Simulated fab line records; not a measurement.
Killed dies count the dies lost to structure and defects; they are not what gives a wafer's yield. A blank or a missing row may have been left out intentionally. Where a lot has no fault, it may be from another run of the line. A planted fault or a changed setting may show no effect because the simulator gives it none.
fab line records -- flow sky130
record: lots: 13, wafers: 39, last-day: 50
route steps=708 shown NWELL@78 VT_ADJUST_HVTP@95 PAD_OPEN@708
lots that met no fault: from a run of the same line without faults
start-h: hours from the record's opening day to when the first of the lot's shown wafers began -- wait-h: hours elapsed since this lot's preceding step -- " as in the row above -- L1.1+2: one row covering several wafers at once -- - value missing, or start not given -- * or withheld: withheld -- < > ~ a bound
route shown NAME@n: names a module that has steps shown in the file, with the first one's number in the route -- usual: average and standard deviation across the fault-free wafers -- same: alike in all rows -- chamber/n: place in a boat -- sites: readings site by site -- _std_site: standard deviation across them -- _edge_site: mean of outer sites minus mean of inner sites -- radius-mm: how far each site lies from the wafer's centre -- mask NAME#n: copy n -- behind: the tool/chamber that last shaped the wafer -- hold: cause of the lot's hold/its duration in hours/its outcome -- device: which transistor (n, p or np) failed to switch -- end of line: the tests these same wafers got at the end of their route -- a step given without rows: its recipe and nothing more -- killed: dies that structure and defects cost at the first sort, which is not the same as the wafer's yield -- map: dies across one wafer; x = killed, . = not, _ = none there
set.NAME: the run value of the setting; set.NAME@STEP: its run value at that earlier step -- model.NAME: the simulator's own value behind a step, which no gauge read
the route's steps for a sample of lots (tables are steps, rows are wafers)
services: the hour from which a tool's chamber was out of use, counted from the record's first day as start-h (under 0 if before that day), plus the number of hours and why
== steps ==
step: SKY_NWELL_STRIP_25
recipe: chemistry: O2/N2, power-w: 1400, pressure-mtorr: 1500, platen-temp-c: withheld, o2-flow-sccm: 3000, n2-flow-sccm: 300, overash-fraction: 0.5
usual: chamber-pressure-mTorr: 1500.1/1.3, drypump-motor-current-A: 5.7/0.41, oes-product-au: 0.722/0.0041, strip-time-to-endpoint-s: 36.93/0.096
lot.wafer,tool,chamber,start-h,wait-h,chamber-pressure-mTorr,drypump-motor-current-A,oes-product-au,rf-hours-counter-h,strip-time-to-endpoint-s
L564.2,plasma-asher-01,0,115.44,0.1,1500.4,5.3,0.724,31,36.88
L564.3,plasma-asher-01,0,115.44,0.1,1502.7,5.3,0.723,-,36.96
L564.6,plasma-asher-01,1,115.44,0.1,1500.0,5.5,0.720,-,36.85
L565.2,plasma-asher-01,1,126.19,0.1,1501.3,5.4,0.724,32,36.87
L565.5,plasma-asher-01,1,126.19,0.1,1502.1,5.5,0.725,-,36.93
L565.6,plasma-asher-01,0,126.19,0.1,1498.9,5.3,0.730,-,36.93
L566.1,plasma-asher-01,0,130.59,0.1,1500.2,5.2,0.718,33,36.84
L566.2,plasma-asher-01,1,130.59,0.1,1499.7,5.4,0.720,33,36.93
L566.3,plasma-asher-01,1,130.59,0.1,1500.2,5.4,0.733,-,36.94
L567.1,plasma-asher-04,0,135.87,0.1,1501.6,6.2,0.720,44,37.17
L567.3,plasma-asher-04,1,135.87,0.1,1498.8,6.3,0.718,-,37.15
L567.4,plasma-asher-04,0,135.87,0.1,1499.5,6.3,0.719,-,37.03
L569.1,plasma-asher-02,0,146.89,0.1,1498.3,5.6,0.722,3,36.95
L569.2,plasma-asher-02,1,146.89,0.1,1500.3,5.6,0.714,3,37.02
L569.3,plasma-asher-02,1,146.89,0.1,1499.5,5.6,0.727,-,36.96
L571.2,plasma-asher-01,1,157.78,0.1,1502.5,5.5,0.722,35,36.92
L571.4,plasma-asher-01,1,157.78,0.1,1501.2,5.5,0.724,-,36.89
L571.6,plasma-asher-01,1,157.78,0.1,1502.3,5.5,0.724,-,36.96
L572.1,plasma-asher-02,1,164.89,0.1,1500.5,5.6,0.721,5,36.76
L572.5,plasma-asher-02,0,164.89,0.1,1499.0,5.6,0.723,-,36.78
L572.6,plasma-asher-02,1,164.89,0.1,1500.0,5.6,0.723,-,36.78
L573.1,plasma-asher-02,1,172.93,0.1,1503.1,5.6,0.716,5,36.75
L573.4,plasma-asher-02,1,172.93,0.1,1500.4,5.7,0.724,-,36.85
L573.6,plasma-asher-02,1,172.93,0.1,1497.3,5.6,0.723,-,36.84
L574.2,plasma-asher-02,1,174.77,0.1,1500.4,5.6,0.722,6,36.88
L574.5,plasma-asher-02,1,174.77,0.1,1498.3,5.6,0.718,-,36.96
L574.6,plasma-asher-02,0,174.77,0.1,1500.0,5.6,0.720,-,36.87
L578.2,plasma-asher-01,0,207.09,0.1,1501.2,5.3,0.723,40,36.87
L578.3,plasma-asher-01,1,207.09,0.1,1499.0,5.5,0.714,-,36.80
L578.4,plasma-asher-01,0,207.09,0.1,1499.9,5.3,0.721,-,36.82
L579.1,plasma-asher-01,1,211.89,0.1,1481.7,5.4,0.851,41,-
L579.5,plasma-asher-01,0,211.89,0.1,1520.3,5.2,0.845,-,-
L579.6,plasma-asher-01,1,211.89,0.1,1530.6,5.4,0.850,-,-
L584.4,plasma-asher-04,0,238.56,0.1,1499.9,6.2,0.725,-,36.92
L584.5,plasma-asher-04,0,238.56,0.1,1498.3,6.3,0.715,-,36.90
L584.6,plasma-asher-04,1,238.56,0.1,1500.6,6.3,0.728,-,36.77
L585.4,plasma-asher-02,0,246.17,0.1,1498.6,5.6,0.722,-,37.12
L585.5,plasma-asher-02,0,246.17,0.1,1502.2,5.6,0.718,-,37.04
L585.6,plasma-asher-02,1,246.17,0.1,1500.1,5.6,0.716,-,37.18
step: SKY_VT_ADJUST_HVTP_STRIP_10
recipe: chemistry: O2/N2, power-w: 1400, pressure-mtorr: 1500, platen-temp-c: withheld, o2-flow-sccm: 3000, n2-flow-sccm: 300, overash-fraction: 0.5
usual: chamber-pressure-mTorr: 1500.1/1.3, drypump-motor-current-A: 6.1/0.4, oes-product-au: 0.715/0.0045, strip-time-to-endpoint-s: 14.33/0.048
lot.wafer,tool,chamber,start-h,wait-h,chamber-pressure-mTorr,drypump-motor-current-A,oes-product-au,rf-hours-counter-h,strip-time-to-endpoint-s
L564.2,plasma-asher-02,0,135.34,0.1,1502.7,5.6,0.717,2,14.32
L564.3,plasma-asher-02,0,135.34,0.1,1500.6,5.6,0.716,-,14.35
L564.6,plasma-asher-02,1,135.34,0.1,1500.5,5.6,0.718,-,14.37
L565.2,plasma-asher-03,1,146.21,0.1,1500.4,6.7,0.712,45,14.29
L565.5,plasma-asher-03,1,146.21,0.1,1500.3,6.7,0.709,-,14.30
L565.6,plasma-asher-03,0,146.21,0.1,1498.5,5.7,0.712,-,14.29
L566.1,plasma-asher-04,0,150.45,0.1,1499.4,6.2,0.717,45,14.32
L566.2,plasma-asher-04,1,150.45,0.1,1499.9,6.3,0.717,45,14.31
L566.3,plasma-asher-04,0,150.45,0.1,1500.8,6.2,0.721,-,14.27
L567.1,plasma-asher-03,0,156.60,0.1,1498.2,5.7,0.712,46,14.29
L567.3,plasma-asher-03,1,156.60,0.1,1499.9,6.7,0.716,-,14.31
L567.4,plasma-asher-03,0,156.60,0.1,1500.7,5.7,0.718,-,14.29
L569.1,plasma-asher-04,0,167.40,0.1,1499.8,6.2,0.722,47,14.33
L569.2,plasma-asher-04,1,167.40,0.1,1501.4,6.3,0.716,47,14.28
L569.3,plasma-asher-04,0,167.40,0.1,1499.8,6.2,0.710,-,14.34
L571.2,plasma-asher-04,1,179.44,0.1,1498.9,6.3,0.708,48,14.28
L571.4,plasma-asher-04,1,179.44,0.1,1502.2,6.3,0.707,-,14.28
L571.6,plasma-asher-04,1,179.44,0.1,1501.7,6.3,0.714,-,14.32
L572.1,plasma-asher-03,0,186.94,0.1,1499.3,5.7,0.716,49,14.28
L572.5,plasma-asher-03,0,186.94,0.1,1502.2,5.7,0.713,-,14.27
L572.6,plasma-asher-03,1,186.94,0.1,1500.1,6.7,0.712,-,14.28
L573.1,plasma-asher-04,0,194.69,0.1,1501.0,6.2,0.709,50,14.42
L573.4,plasma-asher-04,1,194.69,0.1,1500.5,6.3,0.718,-,14.44
L573.6,plasma-asher-04,0,194.69,0.1,1500.9,6.2,0.720,-,14.41
L574.2,plasma-asher-04,0,196.49,0.1,1500.9,6.2,0.719,50,14.29
L574.5,plasma-asher-04,1,196.49,0.1,1501.9,6.3,0.717,-,14.30
L574.6,plasma-asher-04,0,196.49,0.1,1497.4,6.2,0.718,-,14.27
L578.2,plasma-asher-03,0,229.89,0.1,1501.1,5.7,0.716,53,14.35
L578.3,plasma-asher-03,0,229.89,0.1,1500.6,5.7,0.709,-,14.37
L578.4,plasma-asher-03,1,229.89,0.1,1498.8,6.7,0.715,-,14.42
L579.1,plasma-asher-02,1,235.19,0.1,1499.3,5.6,0.725,12,50.82
L579.5,plasma-asher-02,0,235.19,0.1,1498.7,5.6,0.723,-,50.87
L579.6,plasma-asher-02,1,235.19,0.1,1501.3,5.6,0.721,-,50.71
L584.4,plasma-asher-04,0,263.22,0.1,1499.2,6.2,0.721,-,14.30
L584.5,plasma-asher-04,1,263.22,0.1,1500.2,6.3,0.707,-,14.32
L584.6,plasma-asher-04,0,263.22,0.1,1502.4,6.2,0.711,-,14.36
L585.4,plasma-asher-02,1,270.43,0.1,1501.0,5.6,0.716,-,14.32
L585.5,plasma-asher-02,0,270.43,0.1,1500.5,5.6,0.711,-,14.33
L585.6,plasma-asher-02,1,270.43,0.1,1501.4,5.7,0.717,-,14.35
step: SKY_VT_ADJUST_HVTP_TW_MEAS_11
usual: VT_ADJUST_HVTP_TW: 1352/18
lot.wafer,tool,chamber,start-h,wait-h,hold,VT_ADJUST_HVTP_TW
L564.2,film-metro-02,-,135.45,0.1,-,1349
L564.3,film-metro-02,-,135.45,0.1,-,1347
L564.6,film-metro-02,-,135.45,0.1,-,1350
L565.2,film-metro-02,-,146.32,0.1,-,1362
L565.5,film-metro-02,-,146.32,0.1,-,1357
L565.6,film-metro-02,-,146.32,0.1,-,1349
L566.1,film-metro-03,-,150.55,0.1,-,1344
L566.2,film-metro-03,-,150.55,0.1,-,1345
L566.3,film-metro-03,-,150.55,0.1,-,1343
L567.1,film-metro-03,-,156.70,0.1,-,1339
L567.3,film-metro-03,-,156.70,0.1,-,1337
L567.4,film-metro-03,-,156.70,0.1,-,1342
L569.1,film-metro-02,-,167.50,0.1,-,1344
L569.2,film-metro-02,-,167.50,0.1,-,1353
L569.3,film-metro-02,-,167.50,0.1,-,1352
L571.2,film-metro-03,-,179.55,0.1,-,1335
L571.4,film-metro-03,-,179.55,0.1,-,1331
L571.6,film-metro-03,-,179.55,0.1,-,1329
L572.1,film-metro-02,-,187.04,0.1,-,1358
L572.5,film-metro-02,-,187.04,0.1,-,1348
L572.6,film-metro-02,-,187.04,0.1,-,1363
L573.1,film-metro-03,-,194.79,0.1,-,1336
L573.4,film-metro-03,-,194.79,0.1,-,1342
L573.6,film-metro-03,-,194.79,0.1,-,1337
L574.2,film-metro-03,-,196.60,0.1,-,1344
L574.5,film-metro-03,-,196.60,0.1,-,1335
L574.6,film-metro-03,-,196.60,0.1,-,1337
L578.2,film-metro-03,-,230.00,0.1,-,1330
L578.3,film-metro-03,-,230.00,0.1,-,1328
L578.4,film-metro-03,-,230.00,0.1,-,1327
L579.1,film-metro-02,-,235.29,0.1,await-dispo/0.2h/release,30
L579.5,film-metro-02,-,235.29,0.1,await-dispo/0.2h/release,30
L579.6,film-metro-02,-,235.29,0.1,await-dispo/0.2h/release,30
L579.1,film-metro-02,-,235.52,0.2,-,30
L579.5,film-metro-02,-,235.52,0.2,-,30
L579.6,film-metro-02,-,235.52,0.2,-,30
L584.4,film-metro-04,-,263.32,0.1,-,1394
L584.5,film-metro-04,-,263.32,0.1,-,1384
L584.6,film-metro-04,-,263.32,0.1,-,1380
L585.4,film-metro-02,-,270.52,0.1,-,1357
L585.5,film-metro-02,-,270.52,0.1,-,1353
L585.6,film-metro-02,-,270.52,0.1,-,1359
step: SKY_PAD_OPEN_PROBE_99
usual: defect-limited-yield: 82.6/1.9, killed_at_M0_to_M3: 42/7, killed_at_M4_up: 3.2/1.6, killed-at-contacts: 24/5.8, killed-at-front-end: 16/4.3, killed-at-other: 0.3/0.62, killed-dies: 86/9.5, killed-open: 46/6.4, killed-short: 39/6.3, sort_bin_3_pad_short: 0.9/0.43, sort_bin_5_function: 10.5/1.4, sort_bin_6_memory: 6.1/1.2, sort_bin_8_speed: 0.00/0.017, sort-n-pass: 406/9.5, sort-yield-pct: 82.6/1.9
same: gross-dies: 492, killed-at-back-side: 0, sort_bin_4_leakage[%]: 0
lot.wafer,tool,chamber,start-h,wait-h,defect-limited-yield[%],killed_at_M0_to_M3,killed_at_M4_up,killed-at-contacts,killed-at-front-end,killed-at-other,killed-dies,killed-open,killed-short,sort_bin_3_pad_short[%],sort_bin_5_function[%],sort_bin_6_memory[%],sort_bin_8_speed[%],sort-n-pass,sort-yield-pct[%]
L572.1,prober-02,-,1140.16,0.1,82.7,49,2,22,12,0,85,44,41,0.6,11.4,5.3,0,407,82.7
L572.5,prober-02,-,1140.36,0.2,83.1,46,4,19,13,1,83,46,37,0,11.2,5.7,0,409,83.1
L572.6,prober-02,-,1140.41,0.2,82.7,52,2,14,17,0,85,48,37,1.0,11.2,5.1,0,407,82.7
L573.1,prober-01,-,1147.64,0.1,81.1,51,4,18,20,0,93,47,46,0.8,12.2,5.9,0,399,81.1
L573.4,prober-01,-,1147.79,0.2,82.5,45,3,24,12,2,86,48,37,0.4,10.6,6.5,0,406,82.5
L573.6,prober-01,-,1147.89,0.2,79.1,54,2,27,20,0,103,58,45,0.8,12.6,7.5,0,389,79.1
killed by level:class
L572.1 VIA1:geometric-particle:open=13 LI_CONTACT:geometric-particle:open=10 LOCAL_INTERCONNECT:geometric-particle:short=8 VIA1:geometric-particle:short=6 VIA3:geometric-particle:open=6 VIA2:geometric-particle:open=6 METAL1:geometric-particle:short=5 METAL2:geometric-particle:short=5
L572.5 VIA2:geometric-particle:open=10 METAL1:geometric-particle:short=10 LI_CONTACT:geometric-particle:open=8 VIA1:geometric-particle:open=7 VIA3:geometric-particle:open=7 CONTACT:geometric-particle:open=6 LOCAL_INTERCONNECT:geometric-particle:short=5 POLY_GATE:geometric-particle:open=5
L572.6 METAL1:geometric-particle:short=11 VIA1:geometric-particle:open=10 VIA2:geometric-particle:open=8 VIA3:geometric-particle:open=7 LI_CONTACT:geometric-particle:open=6 METAL2:geometric-particle:short=6 POLY_GATE:geometric-particle:open=4 CONTACT:geometric-particle:open=4
L573.1 CONTACT:geometric-particle:open=9 VIA1:geometric-particle:open=9 VIA3:geometric-particle:open=8 METAL1:geometric-particle:short=7 POLY_GATE:geometric-particle:short=6 METAL2:geometric-particle:short=6 VIA2:geometric-particle:open=6 POLY_GATE:geometric-particle:open=5
L573.4 CONTACT:geometric-particle:open=9 VIA1:geometric-particle:short=8 VIA1:geometric-particle:open=7 VIA2:geometric-particle:open=6 VIA3:geometric-particle:open=6 LI_CONTACT:geometric-particle:open=5 FIELD_ISO:geometric-particle:open=4 LOCAL_INTERCONNECT:geometric-particle:short=4
L573.6 VIA2:geometric-particle:open=10 FIELD_ISO:geometric-particle:open=9 CONTACT:geometric-particle:open=9 VIA3:geometric-particle:open=9 LI_CONTACT:geometric-particle:open=8 METAL2:geometric-particle:short=8 VIA1:geometric-particle:open=8 VIA2:geometric-particle:short=6
== services ==
tool,chamber,start-h,hours,kind
plasma-asher-01,-,95.17,1.8,repair
plasma-asher-02,-,108.75,9.0,pm
plasma-asher-02,0,108.75,9.0,vent-cycle
plasma-asher-02,1,108.75,9.0,vent-cycle
plasma-asher-01,-,108.78,1.1,repair
plasma-asher-02,-,117.02,0.3,repair
plasma-asher-02,0,117.75,-,clean
plasma-asher-02,1,117.75,-,clean
plasma-asher-03,-,136.37,2.6,repair
plasma-asher-01,-,197.43,0.6,repair
plasma-asher-04,-,221.81,3.4,repair
plasma-asher-04,-,254.66,2.0,repair
== key ==
first-sign: step: SKY_NWELL_STRIP_25, reading: oes-product-au, direction: up, sigmas: 31, usual: 0.722, struck: 0.849
effect: step: SKY_NWELL_STRIP_25, reading: chamber-pressure-mTorr, direction: up, sigmas: 8.1, usual: 1500.1, struck: 1510.8
effect: step: SKY_VT_ADJUST_HVTP_STRIP_10, reading: strip-time-to-endpoint-s, direction: up, sigmas: 99+, usual: *, struck: *
effect: step: SKY_VT_ADJUST_HVTP_TW_MEAS_11, reading: visit, direction: added
effect: step: SKY_VT_ADJUST_HVTP_TW_MEAS_11, reading: VT_ADJUST_HVTP_TW, direction: down, sigmas: 74, usual: 1352, struck: 30
met-at SKY_NWELL_STRIP_25
struck-lots L579
scrapped-behind SKY_VT_ADJUST_HVTP_TW_MEAS_11 L579.1,L579.5,L579.6
onset-between 207.09 211.89
fault: kind: strip-aborted, tool: plasma-asher-01, chamber: -, onset-h: 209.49, steps: SKY_NWELL_STRIP_25, offset: 1, end-h: 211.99
